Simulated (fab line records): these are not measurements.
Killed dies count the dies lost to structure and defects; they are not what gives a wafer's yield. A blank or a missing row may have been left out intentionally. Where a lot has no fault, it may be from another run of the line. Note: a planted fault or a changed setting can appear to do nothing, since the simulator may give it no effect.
What tool caused it? -- flow gf180mcu -- 24 lots with 72 wafers sampled at 6 steps, on a route of 602 steps

WHAT THE GAUGES SHOWED, per wafer
GF_M3_THK_MEAS_06: measures by xrf. Usual: M3_ALCU_THK gives 448 nm (standard deviation 4.3).
lot,measured,on,M3_ALCU_THK (nm),flag
L074,day 20 08:22,filmMetro-01,451 450 449,
L075,day 20 16:38,filmMetro-04,449 451 452,
L076,day 21 00:16,filmMetro-01,452 450 451,
L077,day 21 12:20,filmMetro-01,453 456 451,
L078,day 21 19:29,filmMetro-04,446 450 448,
L079,day 22 08:14,filmMetro-04,450 448 446,
L080,day 22 17:44,filmMetro-01,444 444 445,
L081,day 22 22:59,filmMetro-03,440 445 442,
L082,day 23 09:32,filmMetro-04,449 449 452,
L083,day 23 16:51,filmMetro-03,448 452 449,
L084,day 24 01:59,filmMetro-01,439 444 443,
L085,day 24 13:33,filmMetro-03,445 447 444,
L086,day 24 20:55,filmMetro-01,450 452 451,
L087,day 25 04:03,filmMetro-03,447 446 452,
L088,day 25 10:28,filmMetro-03,446 447 447,
L089,day 25 12:40,filmMetro-04,449 454 448,
L090,day 26 03:08,filmMetro-04,442 443 439,
L091,day 26 05:13,filmMetro-03,440 441 445,
L092,day 26 16:09,filmMetro-01,444 448 446,
L093,day 26 21:28,filmMetro-03,447 449 457,
L094,day 27 01:13,filmMetro-03,446 452 447,
L095,day 27 10:36,filmMetro-01,455 454 456,
L096,day 27 17:17,filmMetro-03,456 457 453,
L097,day 28 06:05,filmMetro-01,444 447 449,

GF_V3_CD_MEAS_14 targets a cd of 260 nm. Usual: cdNm at 260.1 nm, with a standard deviation of 1.1.
lot,measured,on,cdNm (nm),flag
L074,day 22 10:01,cdSem-01,261.2 260.3 262.1,
L075,day 22 17:31,cdSem-02,259.1 258.6 258.8,
L076,day 23 01:11,cdSem-01,261.0 259.5 260.3,
L077,day 23 12:21,cdSem-02,259.3 259.7 260.6,
L078,day 23 18:38,cdSem-01,259.5 259.7 259.8,
L079,day 24 06:36,cdSem-02,259.9 259.3 259.4,
L080,day 24 15:20,cdSem-02,260.6 260.4 259.7,
L081,day 24 20:50,cdSem-02,260.2 260.0 260.3,
L082,day 25 06:26,cdSem-02,260.8 261.3 260.9,
L083,day 25 13:03,cdSem-02,258.8 258.8 259.4,
L084,day 25 22:05,cdSem-02,259.9 259.9 260.2,
L085,day 26 09:10,cdSem-01,260.9 260.3 261.3,
L086,day 26 16:02,cdSem-01,258.7 260.5 260.1,
L087,day 26 23:00,cdSem-02,261.1 261.2 261.7,
L088,day 27 04:44,cdSem-02,259.9 259.1 258.8,
L089,day 27 07:20,cdSem-01,259.4 259.5 259.5,
L090,day 27 20:47,cdSem-02,260.9 260.4 261.0,
L091,day 27 22:20,cdSem-02,260.4 260.6 260.6,
L092,day 28 09:29,cdSem-01,257.7 257.6 258.2,
L093,day 28 13:53,cdSem-01,259.8 260.6 261.7,
L094,day 28 18:02,cdSem-02,261.1 259.6 260.1,
L095,day 29 03:20,cdSem-02,260.6 258.5 259.1,
L096,day 29 09:38,cdSem-01,261.1 261.1 261.6,
L097,day 29 21:47,cdSem-02,262.0 261.4 261.7,

GF_TOP_METAL_OVL_MEAS_15. Usual: TOP_METAL_OVL gives -0.8 nm (standard deviation 1.3).
lot,measured,on,TOP_METAL_OVL (nm),flag
L074,day 28 02:43,overlay-01,-1.3 -0.9 -0.3,
L075,day 28 07:43,overlay-01,-1.6 0.0 0.8,
L076,day 28 16:18,overlay-01,-1.8 -1.2 -1.9,
L077,day 29 00:09,overlay-01,-0.2 -0.4 0.5,
L078,day 29 05:31,overlay-02,0.9 0.9 1.2,
L079,day 29 16:34,overlay-01,-1.5 -1.5 -1.3,
L080,day 29 23:30,overlay-02,-0.5 -0.5 1.5,
L081,day 30 05:03,overlay-02,-2.2 -2.8 -2.6,
L082,day 30 14:15,overlay-02,-0.9 -2.1 -1.9,
L083,day 30 19:31,overlay-01,1.5 1.5 2.3,
L084,day 31 02:36,overlay-01,-0.6 0.1 0.1,
L085,day 31 12:33,overlay-02,-1.7 -0.4 -2.2,
L086,day 31 16:45,overlay-02,-1.6 -2.4 -1.9,
L087,day 32 00:28,overlay-02,-2.0 -2.7 -0.7,
L088,day 32 03:13,overlay-02,-3.2 -2.6 -2.3,
L089,day 32 06:13,overlay-02,-0.8 -0.6 0.3,
L090,day 32 17:18,overlay-02,-1.8 -1.4 -0.9,
L091,day 32 19:12,overlay-02,-1.4 -2.2 -3.6,
L092,day 33 03:49,overlay-02,-2.9 -1.0 -2.2,
L093,day 33 09:21,overlay-02,0.1 0.5 0.5,
L094,day 33 10:36,overlay-02,-0.9 -1.2 -0.1,
L095,day 33 18:40,overlay-02,-1.2 -1.2 0.0,
L096,day 34 00:30,overlay-02,-1.6 -1.3 -1.1,
L097,day 34 09:33,overlay-01,0.5 0.2 1.3,

WHICH TOOL RAN EACH LOT (tool, then ch and the chambers of the sampled wafers, then the start)
lot,GF_M2_SPUTTER_00,GF_M4_SPUTTER_00,GF_M4_SPUTTER_04
L074,"pvdSputter-04, day 18 03:54","pvdSputter-01, day 22 11:31","pvdSputter-01, day 22 11:41"
L075,"pvdSputter-01, day 18 11:36","pvdSputter-04, day 22 18:59","pvdSputter-04, day 22 19:10"
L076,"pvdSputter-04, day 18 18:40","pvdSputter-02, day 23 02:42","pvdSputter-02, day 23 02:53"
L077,"pvdSputter-04, day 19 07:34","pvdSputter-02, day 23 13:50","pvdSputter-02, day 23 14:01"
L078,"pvdSputter-04, day 19 14:30","pvdSputter-04, day 23 20:09","pvdSputter-04, day 23 20:20"
L079,"pvdSputter-04, day 20 05:07","pvdSputter-02, day 24 08:05","pvdSputter-02, day 24 08:16"
L080,"pvdSputter-04, day 20 14:54","pvdSputter-04, day 24 16:53","pvdSputter-04, day 24 17:04"
L081,"pvdSputter-02, day 20 19:27","pvdSputter-04, day 24 22:21","pvdSputter-04, day 24 22:32"
L082,"pvdSputter-02, day 21 07:47","pvdSputter-01, day 25 07:58","pvdSputter-01, day 25 08:09"
L083,"pvdSputter-02, day 21 14:39","pvdSputter-02, day 25 14:36","pvdSputter-02, day 25 14:47"
L084,"pvdSputter-01, day 22 01:10","pvdSputter-04, day 25 23:36","pvdSputter-04, day 25 23:47"
L085,"pvdSputter-04, day 22 12:16","pvdSputter-01, day 26 10:40","pvdSputter-01, day 26 10:50"
L086,"pvdSputter-01, day 22 20:32","pvdSputter-02, day 26 17:35","pvdSputter-02, day 26 17:46"
L087,"pvdSputter-02, day 23 04:32","pvdSputter-01, day 27 00:29","pvdSputter-01, day 27 00:40"
L088,"pvdSputter-04, day 23 10:46","pvdSputter-01, day 27 06:12","pvdSputter-01, day 27 06:23"
L089,"pvdSputter-01, day 23 13:30","pvdSputter-01, day 27 08:59","pvdSputter-01, day 27 09:10"
L090,"pvdSputter-04, day 24 04:33","pvdSputter-04, day 27 22:17","pvdSputter-04, day 27 22:28"
L091,"pvdSputter-04, day 24 07:27","pvdSputter-04, day 27 23:50","pvdSputter-04, day 28 00:01"
L092,"pvdSputter-02, day 24 19:16","pvdSputter-02, day 28 10:59","pvdSputter-02, day 28 11:10"
L093,"pvdSputter-02, day 25 00:21","pvdSputter-04, day 28 15:26","pvdSputter-04, day 28 15:37"
L094,"pvdSputter-04, day 25 04:53","pvdSputter-01, day 28 19:35","pvdSputter-01, day 28 19:46"
L095,"pvdSputter-01, day 25 13:22","pvdSputter-04, day 29 04:50","pvdSputter-04, day 29 05:01"
L096,"pvdSputter-02, day 25 20:33","pvdSputter-02, day 29 11:16","pvdSputter-02, day 29 11:27"
L097,"pvdSputter-04, day 26 09:26","pvdSputter-02, day 29 23:23","pvdSputter-02, day 29 23:35"
- GF_M2_SPUTTER_00: material Ti, target thk 37.5 nm, time 150 s.
- GF_M4_SPUTTER_00: material Ti, target thk 37.5 nm, time 150 s.
- GF_M4_SPUTTER_04: material TiN, target thk 50 nm, time 41.7 s.

WHAT THE TOOLS THEMSELVES READ (means of the sampled wafers that have a number; where no wafer has one, the mark that the record gives instead)
GF_M2_SPUTTER_00. Usual: throttleValvePct at 29.9 %, with a standard deviation of 0.95.
lot,tool,throttleValvePct (%),flag
L074,pvdSputter-04,30.5,
L075,pvdSputter-01,29.0,
L076,pvdSputter-04,30.4,
L077,pvdSputter-04,30.8,
L078,pvdSputter-04,30.7,
L079,pvdSputter-04,30.8,
L080,pvdSputter-04,30.6,
L081,pvdSputter-02,28.6,
L082,pvdSputter-02,29.7,
L083,pvdSputter-02,29.5,
L084,pvdSputter-01,29.4,
L085,pvdSputter-04,30.5,
L086,pvdSputter-01,28.8,
L087,pvdSputter-02,29.9,
L088,pvdSputter-04,30.9,
L089,pvdSputter-01,29.2,
L090,pvdSputter-04,30.5,
L091,pvdSputter-04,30.2,
L092,pvdSputter-02,28.8,
L093,pvdSputter-02,29.0,
L094,pvdSputter-04,30.5,
L095,pvdSputter-01,28.9,
L096,pvdSputter-02,29.1,
L097,pvdSputter-04,31.0,

GF_M4_SPUTTER_00. Usual: throttleValvePct at 29.8 %, with a standard deviation of 0.95.
lot,tool,throttleValvePct (%),flag
L074,pvdSputter-01,29.4,
L075,pvdSputter-04,30.9,
L076,pvdSputter-02,29.9,
L077,pvdSputter-02,28.7,
L078,pvdSputter-04,30.8,
L079,pvdSputter-02,28.9,
L080,pvdSputter-04,30.7,
L081,pvdSputter-04,30.4,
L082,pvdSputter-01,29.4,
L083,pvdSputter-02,29.5,
L084,pvdSputter-04,30.9,
L085,pvdSputter-01,29.3,
L086,pvdSputter-02,30.3,
L087,pvdSputter-01,28.9,
L088,pvdSputter-01,29.0,
L089,pvdSputter-01,29.3,
L090,pvdSputter-04,30.5,
L091,pvdSputter-04,30.3,
L092,pvdSputter-02,28.7,
L093,pvdSputter-04,30.6,
L094,pvdSputter-01,29.1,
L095,pvdSputter-04,30.9,
L096,pvdSputter-02,29.2,
L097,pvdSputter-02,30.5,

GF_M4_SPUTTER_04. Usual: throttleValvePct at 29.8 %, with a standard deviation of 0.94.
lot,tool,throttleValvePct (%),flag
L074,pvdSputter-01,29.4,
L075,pvdSputter-04,30.9,
L076,pvdSputter-02,29.6,
L077,pvdSputter-02,28.8,
L078,pvdSputter-04,30.9,
L079,pvdSputter-02,29.0,
L080,pvdSputter-04,30.9,
L081,pvdSputter-04,30.2,
L082,pvdSputter-01,29.6,
L083,pvdSputter-02,29.5,
L084,pvdSputter-04,30.6,
L085,pvdSputter-01,29.2,
L086,pvdSputter-02,30.3,
L087,pvdSputter-01,29.0,
L088,pvdSputter-01,29.1,
L089,pvdSputter-01,29.3,
L090,pvdSputter-04,30.5,
L091,pvdSputter-04,30.3,
L092,pvdSputter-02,28.6,
L093,pvdSputter-04,30.6,
L094,pvdSputter-01,29.3,
L095,pvdSputter-04,30.7,
L096,pvdSputter-02,29.4,
L097,pvdSputter-02,30.3,

THE ANSWER, worked out from the rows above alone
Rule: lot off if the mean of its wafers having a number is beyond 3 standard deviations from the usual mean. A lot without any number at a reading at which 4 lots or more have one is off too. All remaining lots with rows at the step are treated as sound. After the gauges, taken in route order, come the tools' own readings; for these a lot's mean is taken, as printed above. At the first step where some lot is off, the reading lying furthest off is the one used; lots without a number count as furthest.
No lot is off at any reading shown: from this, nothing can be told.

WHAT THE SIMULATOR HAD INSERTED
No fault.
